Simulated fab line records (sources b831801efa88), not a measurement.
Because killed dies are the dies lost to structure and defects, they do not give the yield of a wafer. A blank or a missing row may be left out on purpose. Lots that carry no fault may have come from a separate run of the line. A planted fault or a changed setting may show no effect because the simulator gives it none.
Matching of chambers + flow sky130 + 4 sister chambers for SKY_VIA2_CMP_02 on cmp-02
The step polishes SiO2. 8 wafers are shown with their chamber, then 8 later ones without.

WAFERS WITH THEIR CHAMBER
| wafer  | chamber | motor-current-A (A) | slurry-filter-dp-kPa (kPa) |
|--------|---------|---------------------|----------------------------|
| L138.1 | 3       | 12.9                | 13.41                      |
| L138.2 | 0       | 12.3                | 13.43                      |
| L139.1 | 3       | 13.1                | 13.46                      |
| L139.4 | 2       | 15.1                | 13.44                      |
| L141.2 | 2       | 14.6                | 13.51                      |
| L141.3 | 1       | 13.9                | 13.51                      |
| L141.5 | 1       | 13.5                | 13.18                      |
| L144.1 | 0       | 13.0                | 13.33                      |

WAFERS MISSING THEIR CHAMBER
| wafer  | motor-current-A (A) | slurry-filter-dp-kPa (kPa) |
|--------|---------------------|----------------------------|
| L144.4 | 14.2                | 13.36                      |
| L144.5 | 12.4                | 13.34                      |
| L153.2 | 12.7                | 13.53                      |
| L153.4 | 13.6                | 13.66                      |
| L153.6 | 14.8                | 13.28                      |
| L157.3 | 14.7                | 13.59                      |
| L157.5 | 12.4                | 13.38                      |
| L157.6 | 14.9                | 13.43                      |

THE CHAMBER EACH PASSED THROUGH
| wafer  | from the rows above               | in truth                   |
|--------|-----------------------------------|----------------------------|
| L144.4 | can't be placed: 1 or 2           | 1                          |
| L144.5 | can't be placed: 0 or 3           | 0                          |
| L153.2 | can't be placed: 3 or 0           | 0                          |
| L153.4 | can't be placed: 3 or 1 or 0 or 2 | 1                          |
| L153.6 | can't be placed: 2 or 1           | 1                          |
| L157.3 | 2                                 | 2                          |
| L157.5 | can't be placed: 0 or 3           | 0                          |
| L157.6 | 2                                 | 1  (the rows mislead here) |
Correctly placed: 1 of 8. These rows do not allow placing 6 (true chamber among the candidates in 6). Placed wrongly: 1.
How it was worked out, from the rows above alone: a wafer's distance from a chamber is the root of the sum, over the readings, of the square of ((its reading less the chamber's mean) divided by the reading's scatter). The wafer belongs to the nearest chamber; if the next one is less than 2 further off, it can't be placed. For every chamber, the mean is computed from those of its wafers that are shown. The scatter is the square root of a quotient: the sum, over the shown wafers, of each reading's squared deviation from its chamber's mean, divided by wafers minus chambers.
